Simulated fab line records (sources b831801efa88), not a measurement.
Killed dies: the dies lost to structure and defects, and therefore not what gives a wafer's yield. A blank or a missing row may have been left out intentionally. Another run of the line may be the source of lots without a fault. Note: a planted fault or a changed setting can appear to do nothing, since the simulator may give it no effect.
fab line records | flow sky130
[record] lots = 6 | wafers = 18 | last-day = 50
route steps=708 shown LDD_N@252 LDD_P@255 LDD_HVN@267 PAD_OPEN@708
lots untouched by any fault: they come from a run of this same line in which no faults occurred
start-h: the number of hours between the record's first day and the start of the first shown wafer of the lot | wait-h: hours since the lot's step before | " as in the row above | L1.1+2: a row that stands for several wafers | - no value present, or no start provided | * or withheld: withheld | < > ~ a bound
route shown NAME@n: a module of which the file shows steps, and the number in the route of the first | usual: the fault-free wafers' mean and standard deviation | same: alike in all rows | chamber/n: place in a boat | sites: each site's reading | _std_site: their standard deviation | _edge_site: outer sites' mean less inner sites' | radius-mm: for every site, how far away it sits from the centre of the wafer | mask NAME#n: copy n | behind: the last tool/chamber to shape the wafer | hold: why the lot was held/for how many hours/how that ended | device: names the non-switching transistor (n, p or np) | end of line: tests of these same wafers at the route's end | a step with no rows: only its recipe | killed: at the first sort, the dies lost to defects and structure; wafer yield is something else | map: per-die view of a wafer (x killed, . not killed, _ where there is no die)
set.NAME: the run value of the setting; set.NAME@STEP: its run value at that earlier step | model.NAME: the simulator's own value behind a step, which no gauge read
lots at some steps of the route; a table a step, a row a wafer
services: from which hour (start-h, from the record's first day; less than 0 if before it) a tool's chamber was out of use, for how many hours, and why
[[steps]]
[step SKY_LDD_N_IMPLANT_15]
[recipe] species = BF2 | energy-kev = 50 | dose-cm2 = 5e+12 | tilt-deg = 30 | rotation-deg = 270
[step SKY_LDD_N_STRIP_16]
[recipe] chemistry = O2/N2 | power-w = 1400 | pressure-mtorr = 1500 | platen-temp-c = withheld | o2-flow-sccm = 3000 | n2-flow-sccm = 300 | overash-fraction = 0.4822
[usual] drypump-motor-current-A = 5.7/0.32 | oes-product-au = 0.407/0.005 | strip-time-to-endpoint-s = 4.317/0.013
[same] overash-fraction = 0.4822
lot.wafer | tool            | chamber | start-h | wait-h | drypump-motor-current-A | oes-product-au | rf-hours-counter-h | strip-time-to-endpoint-s
L587.1    | plasma-asher-04 | 0       | 403.87  | 0.1    | 5.7                     | 0.407          | 71                 | 4.305
L587.2    | "               | 1       | "       | "      | 6.2                     | 0.398          | 71                 | 4.308
L587.6    | "               | 0       | "       | "      | 5.7                     | 0.409          | -                  | 4.316
L591.2    | plasma-asher-03 | 0       | 438.12  | 0.1    | 5.9                     | 0.400          | 28                 | 4.319
L591.4    | "               | 0       | "       | "      | 5.9                     | 0.408          | -                  | 4.324
L591.5    | "               | 0       | "       | "      | 5.9                     | 0.407          | -                  | 4.328
L599.1    | plasma-asher-04 | 0       | 510.34  | 0.1    | 5.7                     | 0.413          | 83                 | 4.329
L599.3    | "               | 0       | "       | "      | 5.7                     | 0.408          | -                  | 4.321
L599.6    | "               | 1       | "       | "      | 6.1                     | 0.412          | -                  | 4.325
L600.3    | plasma-asher-04 | 0       | 518.98  | 0.1    | 5.7                     | 0.409          | -                  | 4.325
L600.4    | "               | 1       | "       | "      | 6.1                     | 0.404          | -                  | 4.335
L600.5    | "               | 0       | "       | "      | 5.7                     | 0.406          | -                  | 4.323
L601.2    | plasma-asher-04 | 0       | 526.76  | 0.1    | 5.7                     | 0.405          | 85                 | 4.311
L601.3    | "               | 0       | "       | "      | 5.7                     | 0.414          | -                  | 4.291
L601.4    | "               | 1       | "       | "      | 6.1                     | 0.401          | -                  | 4.308
L609.3    | plasma-asher-04 | 0       | 595.75  | 0.1    | 5.7                     | 0.405          | -                  | 4.298
L609.4    | "               | 1       | "       | "      | 6.1                     | 0.404          | -                  | 4.306
L609.6    | "               | 1       | "       | "      | 6.1                     | 0.408          | -                  | 4.330
[step SKY_LDD_N_TW_MEAS_17]
[usual] LDD_N_TW = 2586/26
lot.wafer | tool          | chamber | start-h | wait-h | LDD_N_TW
L587.1    | film-metro-01 | -       | 403.97  | 0.1    | 2602
L587.2    | "             | -       | "       | "      | 2590
L587.6    | "             | -       | "       | "      | 2597
L591.2    | film-metro-03 | -       | 438.23  | 0.1    | 2551
L591.4    | "             | -       | "       | "      | 2546
L591.5    | "             | -       | "       | "      | 2539
L599.1    | film-metro-02 | -       | 510.44  | 0.1    | 2586
L599.3    | "             | -       | "       | "      | 2589
L599.6    | "             | -       | "       | "      | 2589
L600.3    | film-metro-01 | -       | 519.07  | 0.1    | 2623
L600.4    | "             | -       | "       | "      | 2604
L600.5    | "             | -       | "       | "      | 2612
L601.2    | film-metro-03 | -       | 526.87  | 0.1    | 2552
L601.3    | "             | -       | "       | "      | 2558
L601.4    | "             | -       | "       | "      | 2564
L609.3    | film-metro-03 | -       | 595.84  | 0.1    | 2541
L609.4    | "             | -       | "       | "      | 2554
L609.6    | "             | -       | "       | "      | 2559
[step SKY_LDD_P_DEHYDRATE_00]
[recipe] temp-c = 200 | time-s = 60
[step SKY_LDD_P_HMDS_01]
[recipe] prime-time-s = 60 | prime-temp-c = 120
[step SKY_LDD_P_COAT_02]
[recipe] resist = NOVOLAK | spin-rpm = 3000 | resist-thk-nm = 1140
[step SKY_LDD_P_SOFTBAKE_03]
[recipe] temp-c = 90 | time-s = 60 | resist = NOVOLAK
[step SKY_LDD_P_EXPOSE_04]
[recipe] mask-id = PSDM | na = 0.6 | source-shape = conventional | sigma-outer = 0.6 | polarization = unpolarized | target-cd-nm = 380 | dose-mj = 138
[step SKY_LDD_P_PEB_05]
[recipe] temp-c = withheld | time-s = * | resist = NOVOLAK
[step SKY_LDD_P_DEVELOP_06]
[recipe] resist = NOVOLAK | developer = TMAH | develop-time-s = 60 | dev-temp-c = 23
[step SKY_LDD_P_CD_MEAS_07]
[recipe] target-cd-nm = 380
[usual] cd-nm = 379.8/2.5
lot.wafer | tool      | chamber | start-h | wait-h | cd-nm
L587.1    | cd-sem-01 | -       | 434.17  | 0.1    | 379.6
L587.2    | "         | -       | "       | "      | 380.0
L587.6    | "         | -       | "       | "      | 379.8
L591.2    | cd-sem-01 | -       | 468.74  | 0.1    | 381.1
L591.4    | "         | -       | "       | "      | 381.4
L591.5    | "         | -       | "       | "      | 382.4
L599.1    | cd-sem-01 | -       | 540.45  | 0.1    | 381.8
L599.3    | "         | -       | "       | "      | 381.1
L599.6    | "         | -       | "       | "      | 377.5
L600.3    | cd-sem-01 | -       | 549.56  | 0.1    | 381.7
L600.4    | "         | -       | "       | "      | 378.8
L600.5    | "         | -       | "       | "      | 382.2
L601.2    | cd-sem-02 | -       | 557.20  | 0.1    | 381.0
L601.3    | "         | -       | "       | "      | 382.2
L601.4    | "         | -       | "       | "      | 382.5
L609.3    | cd-sem-02 | -       | 624.77  | 0.1    | 382.7
L609.4    | "         | -       | "       | "      | 382.1
L609.6    | "         | -       | "       | "      | 380.2
[step SKY_LDD_P_OVL_MEAS_08]
[usual] LDD_P_OVL = -1.9/1.4
lot.wafer | tool       | chamber | start-h | wait-h | LDD_P_OVL[nm]
L587.1    | overlay-01 | -       | 434.29  | 0.1    | -2.1
L587.2    | "          | -       | "       | "      | -3.2
L587.6    | "          | -       | "       | "      | -1.7
L591.2    | overlay-01 | -       | 468.85  | 0.1    | -1.8
L591.4    | "          | -       | "       | "      | -2.1
L591.5    | "          | -       | "       | "      | -0.5
L599.1    | overlay-02 | -       | 540.57  | 0.1    | -4.6
L599.3    | "          | -       | "       | "      | -4.9
L599.6    | "          | -       | "       | "      | -4.1
L600.3    | overlay-01 | -       | 549.65  | 0.1    | 0.7
L600.4    | "          | -       | "       | "      | -1.5
L600.5    | "          | -       | "       | "      | -0.6
L601.2    | overlay-02 | -       | 557.31  | 0.1    | -3.4
L601.3    | "          | -       | "       | "      | -1.2
L601.4    | "          | -       | "       | "      | -1.9
L609.3    | overlay-02 | -       | 624.86  | 0.1    | -3.2
L609.4    | "          | -       | "       | "      | -2.7
L609.6    | "          | -       | "       | "      | -3.0
[step SKY_LDD_P_IMPLANT_09]
[recipe] species = BF2 | energy-kev = 25 | dose-cm2 = 1e+13 | tilt-deg = withheld
[usual] dose-ions-cm2 = 9.998e+12/1e+10 | faraday-current-uA = 56.4/1.1
lot.wafer | tool         | chamber | start-h | wait-h | dose-ions-cm2 | faraday-current-uA
L587.1    | implanter-04 | 0       | 434.33  | 0.0    | 9.99e+12      | 54.0
L587.2    | "            | 0       | "       | "      | 9.999e+12     | 56.4
L587.6    | "            | 0       | "       | "      | 1.0003e+13    | 56.0
L591.2    | implanter-01 | 0       | 468.90  | 0.0    | 1.0006e+13    | 55.6
L591.4    | "            | 0       | "       | "      | 9.99e+12      | 56.9
L591.5    | "            | 0       | "       | "      | 9.997e+12     | 55.9
L599.1    | implanter-01 | 0       | 540.61  | 0.0    | 1.0002e+13    | 56.2
L599.3    | "            | 0       | "       | "      | 9.993e+12     | 56.5
L599.6    | "            | 0       | "       | "      | 9.986e+12     | 58.3
L600.3    | implanter-04 | 0       | 549.73  | 0.1    | 8.621e+12     | 48.4
L600.4    | "            | 0       | "       | "      | 8.629e+12     | 49.8
L600.5    | "            | 0       | "       | "      | 8.616e+12     | 47.5
L601.2    | implanter-04 | 0       | 557.36  | 0.0    | 8.612e+12     | 47.4
L601.3    | "            | 0       | "       | "      | 8.608e+12     | 48.4
L601.4    | "            | 0       | "       | "      | 8.626e+12     | 48.5
L609.3    | implanter-03 | 0       | 624.94  | 0.1    | 9.997e+12     | 56.5
L609.4    | "            | 0       | "       | "      | 9.998e+12     | 55.4
L609.6    | "            | 0       | "       | "      | 9.999e+12     | 55.3
[step SKY_LDD_P_STRIP_10]
[recipe] chemistry = O2/N2 | power-w = 1400 | pressure-mtorr = 1500 | platen-temp-c = withheld | o2-flow-sccm = 3000 | n2-flow-sccm = 300 | overash-fraction = 0.5
[usual] drypump-motor-current-A = 5.8/0.35 | oes-product-au = 0.716/0.0047 | strip-time-to-endpoint-s = 14.20/0.039
[same] overash-fraction = 0.5
lot.wafer | tool            | chamber | start-h | wait-h | drypump-motor-current-A | oes-product-au | rf-hours-counter-h | strip-time-to-endpoint-s
L587.1    | plasma-asher-03 | 1       | 434.48  | 0.1    | 5.3                     | 0.708          | 28                 | 14.24
L587.2    | "               | 0       | "       | "      | 5.9                     | 0.718          | 28                 | 14.26
L587.6    | "               | 1       | "       | "      | 5.3                     | 0.716          | -                  | 14.27
L591.2    | plasma-asher-03 | 1       | 469.03  | 0.1    | 5.2                     | 0.718          | 31                 | 14.24
L591.4    | "               | 0       | "       | "      | 5.8                     | 0.713          | -                  | 14.20
L591.5    | "               | 0       | "       | "      | 5.9                     | 0.719          | -                  | 14.19
L599.1    | plasma-asher-04 | 0       | 540.76  | 0.1    | 5.7                     | 0.719          | 86                 | 14.17
L599.3    | "               | 0       | "       | "      | 5.7                     | 0.709          | -                  | 14.17
L599.6    | "               | 1       | "       | "      | 6.1                     | 0.711          | -                  | 14.20
L600.3    | plasma-asher-03 | 1       | 549.86  | 0.1    | 5.3                     | 0.710          | -                  | 14.12
L600.4    | "               | 0       | "       | "      | 5.9                     | 0.715          | -                  | 14.14
L600.5    | "               | 1       | "       | "      | 5.3                     | 0.716          | -                  | 14.15
L601.2    | plasma-asher-01 | 1       | 557.49  | 0.1    | 6.2                     | 0.710          | 77                 | 14.20
L601.3    | "               | 1       | "       | "      | 6.2                     | 0.713          | -                  | 14.15
L601.4    | "               | 0       | "       | "      | 5.4                     | 0.708          | -                  | 14.13
L609.3    | plasma-asher-01 | 0       | 625.07  | 0.1    | 5.4                     | 0.704          | -                  | 14.21
L609.4    | "               | 1       | "       | "      | 6.2                     | 0.715          | -                  | 14.18
L609.6    | "               | 0       | "       | "      | 5.4                     | 0.712          | -                  | 14.17
[step SKY_LDD_P_TW_MEAS_11]
[usual] LDD_P_TW = 630/4
lot.wafer | tool          | chamber | start-h | wait-h | LDD_P_TW
L587.1    | film-metro-03 | -       | 434.58  | 0.1    | 627
L587.2    | "             | -       | "       | "      | 627
L587.6    | "             | -       | "       | "      | 628
L591.2    | film-metro-03 | -       | 469.14  | 0.1    | 626
L591.4    | "             | -       | "       | "      | 627
L591.5    | "             | -       | "       | "      | 628
L599.1    | film-metro-03 | -       | 540.86  | 0.1    | 625
L599.3    | "             | -       | "       | "      | 630
L599.6    | "             | -       | "       | "      | 626
L600.3    | film-metro-02 | -       | 549.95  | 0.1    | 607
L600.4    | "             | -       | "       | "      | 606
L600.5    | "             | -       | "       | "      | 603
L601.2    | film-metro-04 | -       | 557.60  | 0.1    | 598
L601.3    | "             | -       | "       | "      | 598
L601.4    | "             | -       | "       | "      | 601
L609.3    | film-metro-04 | -       | 625.16  | 0.1    | 634
L609.4    | "             | -       | "       | "      | 635
L609.6    | "             | -       | "       | "      | 634
[step SKY_LDD_HVN_DEHYDRATE_00]
[recipe] temp-c = 200 | time-s = 60
[step SKY_PAD_OPEN_PROBE_99]
[usual] killed_at_M0_to_M3 = 43/6.3 | killed_at_M4_up = 3.1/1.9 | killed-at-contacts = 24/5.1 | killed-at-front-end = 14/4.3 | killed-at-other = 0.3/0.53 | killed-dies = 85/8.8 | killed-open = 46/7.1 | killed-short = 38/5.9
[same] gross-dies = 492 | killed-at-back-side = 0
lot.wafer | tool      | chamber | start-h | wait-h | killed_at_M0_to_M3 | killed_at_M4_up | killed-at-contacts | killed-at-front-end | killed-at-other | killed-dies | killed-open | killed-short | model.etest.tip-p.rs-ohm-sq
L587.1    | prober-01 | -       | 1073.83 | 0.1    | 46                 | 0               | 28                 | 17                  | 0               | 91          | 59          | 30           | 6886
L587.2    | prober-01 | -       | 1073.88 | 0.1    | 41                 | 8               | 20                 | 16                  | 0               | 85          | 45          | 40           | 6861
L587.6    | prober-01 | -       | 1074.08 | 0.2    | 43                 | 1               | 22                 | 8                   | 0               | 74          | 43          | 29           | 6788
L591.2    | prober-01 | -       | 1100.73 | 0.1    | 49                 | 8               | 25                 | 13                  | 2               | 97          | 59          | 38           | 7048
L591.4    | prober-01 | -       | 1100.83 | 0.2    | 52                 | 3               | 30                 | 12                  | 0               | 97          | 54          | 43           | 6998
L591.5    | prober-01 | -       | 1100.88 | 0.2    | 57                 | 4               | 25                 | 10                  | 0               | 96          | 56          | 40           | 7003
L599.1    | prober-01 | -       | 1145.45 | 0.1    | 38                 | 4               | 27                 | 13                  | 0               | 82          | 51          | 31           | 6883
L599.3    | prober-01 | -       | 1145.55 | 0.2    | 46                 | 2               | 23                 | 10                  | 0               | 81          | 40          | 41           | 6791
L599.6    | prober-01 | -       | 1145.70 | 0.2    | 54                 | 3               | 29                 | 9                   | 0               | 95          | 50          | 45           | 6857
L600.3    | prober-02 | -       | 1148.48 | 0.2    | 38                 | 0               | 24                 | 8                   | 0               | 70          | 37          | 32           | 7604
L600.4    | prober-02 | -       | 1148.53 | 0.2    | 37                 | 4               | 31                 | 10                  | 0               | 82          | 44          | 38           | 7638
L600.5    | prober-02 | -       | 1148.58 | 0.2    | 40                 | 4               | 25                 | 20                  | 1               | 90          | 49          | 41           | 7626
L601.2    | prober-01 | -       | 1157.05 | 0.1    | 33                 | 2               | 23                 | 13                  | 1               | 72          | 38          | 33           | 7780
L601.3    | prober-01 | -       | 1157.10 | 0.2    | 43                 | 4               | 28                 | 12                  | 0               | 87          | 51          | 36           | 7777
L601.4    | prober-01 | -       | 1157.15 | 0.2    | 38                 | 1               | 25                 | 14                  | 1               | 79          | 48          | 31           | 7722
L609.3    | prober-02 | -       | 1193.03 | 0.2    | 45                 | 3               | 21                 | 17                  | 0               | 86          | 54          | 32           | 6800
L609.4    | prober-02 | -       | 1193.08 | 0.2    | 53                 | 4               | 14                 | 16                  | 1               | 88          | 44          | 42           | 6786
L609.6    | prober-02 | -       | 1193.18 | 0.2    | 40                 | 4               | 23                 | 19                  | 3               | 89          | 50          | 39           | 6706
// killed by level:class
L587.1 CONTACT:geometric-particle:open=12 VIA1:geometric-particle:open=11 LI_CONTACT:geometric-particle:open=9 VIA3:geometric-particle:open=9 FIELD_ISO:geometric-particle:open=6 LOCAL_INTERCONNECT:geometric-particle:short=6 METAL1:geometric-particle:short=6 VIA1:geometric-particle:short=6
L587.2 VIA1:geometric-particle:open=13 CONTACT:geometric-particle:open=9 FIELD_ISO:geometric-particle:short=6 CONTACT:geometric-particle:short=5 VIA2:geometric-particle:open=4 METAL1:geometric-particle:short=4 METAL2:geometric-particle:short=4 VIA3:geometric-particle:open=4
L587.6 VIA1:geometric-particle:open=17 CONTACT:geometric-particle:open=10 LI_CONTACT:geometric-particle:open=6 VIA1:geometric-particle:short=5 METAL2:geometric-particle:short=5 METAL1:geometric-particle:short=4 FIELD_ISO:geometric-particle:open=3 VIA3:geometric-particle:short=3
L591.2 CONTACT:geometric-particle:open=13 VIA2:geometric-particle:open=11 VIA1:geometric-particle:open=9 LI_CONTACT:geometric-particle:open=8 VIA1:geometric-particle:short=6 METAL4:geometric-particle:short=5 METAL2:geometric-particle:short=5 FIELD_ISO:geometric-particle:short=4
L591.4 VIA3:geometric-particle:open=14 CONTACT:geometric-particle:open=9 LOCAL_INTERCONNECT:geometric-particle:short=8 METAL1:geometric-particle:short=8 VIA1:geometric-particle:open=7 VIA2:geometric-particle:open=7 LI_CONTACT:geometric-particle:open=6 METAL2:geometric-particle:short=5
L591.5 VIA1:geometric-particle:open=14 CONTACT:geometric-particle:open=12 VIA3:geometric-particle:open=10 VIA2:geometric-particle:open=7 METAL1:geometric-particle:short=7 VIA1:geometric-particle:short=7 LOCAL_INTERCONNECT:geometric-particle:short=5 METAL2:geometric-particle:short=5
L599.1 CONTACT:geometric-particle:open=11 VIA2:geometric-particle:open=9 VIA1:geometric-particle:open=8 LI_CONTACT:geometric-particle:open=5 CONTACT:geometric-particle:short=5 POLY_GATE:geometric-particle:short=4 LOCAL_INTERCONNECT:geometric-particle:open=4 METAL1:geometric-particle:short=4
L599.3 VIA1:geometric-particle:open=13 VIA1:geometric-particle:short=8 LI_CONTACT:geometric-particle:open=6 LOCAL_INTERCONNECT:geometric-particle:short=6 CONTACT:geometric-particle:short=5 METAL1:geometric-particle:short=5 VIA2:geometric-particle:open=5 CONTACT:geometric-particle:open=4
L599.6 VIA1:geometric-particle:open=12 LI_CONTACT:geometric-particle:open=10 CONTACT:geometric-particle:open=10 METAL2:geometric-particle:short=8 METAL1:geometric-particle:short=7 VIA1:geometric-particle:short=6 VIA2:geometric-particle:open=6 CONTACT:geometric-particle:short=5
L600.3 VIA1:geometric-particle:open=11 CONTACT:geometric-particle:open=10 LI_CONTACT:geometric-particle:open=5 METAL2:geometric-particle:short=5 VIA3:geometric-particle:open=5 CONTACT:geometric-particle:short=4 METAL1:geometric-particle:short=4 VIA2:geometric-particle:open=4
L600.4 CONTACT:geometric-particle:open=13 METAL2:geometric-particle:short=8 CONTACT:geometric-particle:short=7 VIA2:geometric-particle:open=7 LI_CONTACT:geometric-particle:open=6 VIA1:geometric-particle:open=5 METAL4:geometric-particle:short=4 POLY_GATE:geometric-particle:open=3
L600.5 VIA1:geometric-particle:open=11 CONTACT:geometric-particle:open=9 FIELD_ISO:geometric-particle:open=7 POLY_GATE:geometric-particle:short=6 LOCAL_INTERCONNECT:geometric-particle:short=6 CONTACT:geometric-particle:short=5 LI_CONTACT:geometric-particle:open=5 METAL1:geometric-particle:open=4
L601.2 LOCAL_INTERCONNECT:geometric-particle:short=8 VIA1:geometric-particle:open=6 VIA3:geometric-particle:open=6 CONTACT:geometric-particle:open=6 METAL1:geometric-particle:short=6 LI_CONTACT:geometric-particle:open=5 VIA2:geometric-particle:open=5 FIELD_ISO:geometric-particle:short=3
L601.3 VIA1:geometric-particle:open=13 LI_CONTACT:geometric-particle:open=10 CONTACT:geometric-particle:open=9 VIA3:geometric-particle:open=8 VIA3:geometric-particle:short=5 METAL1:geometric-particle:short=4 METAL4:geometric-particle:short=4 VIA1:geometric-particle:short=4
L601.4 VIA1:geometric-particle:open=9 CONTACT:geometric-particle:open=9 LI_CONTACT:geometric-particle:open=8 VIA3:geometric-particle:open=6 FIELD_ISO:geometric-particle:open=5 LOCAL_INTERCONNECT:geometric-particle:short=5 POLY_GATE:geometric-particle:short=4 VIA2:geometric-particle:short=4
L609.3 VIA1:geometric-particle:open=15 CONTACT:geometric-particle:open=7 VIA2:geometric-particle:open=7 LI_CONTACT:geometric-particle:open=6 VIA1:geometric-particle:short=6 VIA3:geometric-particle:open=6 POLY_GATE:geometric-particle:open=5 CONTACT:geometric-particle:short=4
L609.4 VIA1:geometric-particle:open=10 METAL1:geometric-particle:short=10 VIA2:geometric-particle:open=9 POLY_GATE:geometric-particle:open=6 CONTACT:geometric-particle:short=4 VIA3:geometric-particle:open=4 LI_CONTACT:geometric-particle:open=4 CONTACT:geometric-particle:open=4
L609.6 VIA1:geometric-particle:open=17 FIELD_ISO:geometric-particle:short=8 CONTACT:geometric-particle:open=8 METAL2:geometric-particle:short=5 POLY_GATE:geometric-particle:open=4 LI_CONTACT:geometric-particle:open=4 LOCAL_INTERCONNECT:geometric-particle:short=4 CONTACT:geometric-particle:short=4
[[services]]
tool            | chamber | start-h | hours | kind
implanter-04    | -       | 387.03  | 3.7   | pm
plasma-asher-03 | -       | 413.36  | 0.8   | repair
implanter-04    | -       | 424.33  | 3.6   | repair
implanter-01    | -       | 437.66  | 1.3   | repair
implanter-01    | -       | 496.88  | 1.6   | repair
plasma-asher-03 | -       | 507.42  | 0.3   | repair
plasma-asher-03 | -       | 513.41  | 12.9  | pm
implanter-04    | -       | 530.05  | 2.7   | repair
implanter-01    | -       | 551.96  | 1.8   | repair
plasma-asher-03 | -       | 557.55  | 2.8   | pm
plasma-asher-03 | -       | 572.22  | 1.7   | repair
implanter-01    | -       | 597.82  | 4.4   | pm
implanter-04    | -       | 607.12  | 0.7   | repair
[[key]]
[first-sign] step = SKY_LDD_P_IMPLANT_09 | reading = dose-ions-cm2 | direction = down | sigmas = 99+ | usual = * | struck = *
[effect] step = SKY_LDD_P_IMPLANT_09 | reading = faraday-current-uA | direction = down | sigmas = 7.3 | usual = 56.4 | struck = 48.3
[effect] step = SKY_LDD_P_TW_MEAS_11 | reading = LDD_P_TW | direction = down | sigmas = 6.9 | usual = 630 | struck = 602
[model-effect] step = SKY_PAD_OPEN_PROBE_99 | value = etest.tip-p.rs-ohm-sq | without = 6798 | struck = 7691
met-at SKY_LDD_P_IMPLANT_09
struck-wafers L600.3,L600.4,L600.5,L601.2,L601.3,L601.4
tester-left-out L600,L601
onset-between 434.33 549.73
[fault] kind = process-parameter-drift | tool = implanter-04 | chamber = - | onset-h = 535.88 | steps = SKY_LDD_P_IMPLANT_09 | channel = dose-cm2 | offset = * | shape = step | end-h = 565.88 | acts-in = * | stated = *
// tester-left-out: of these lots the tester's yield and bins aren't shown, on N5 and GAA mostly nor the transistor test; their killed dies are dies lost to structure and defects alone, not to doping, threshold or leakage, so they don't give the yield
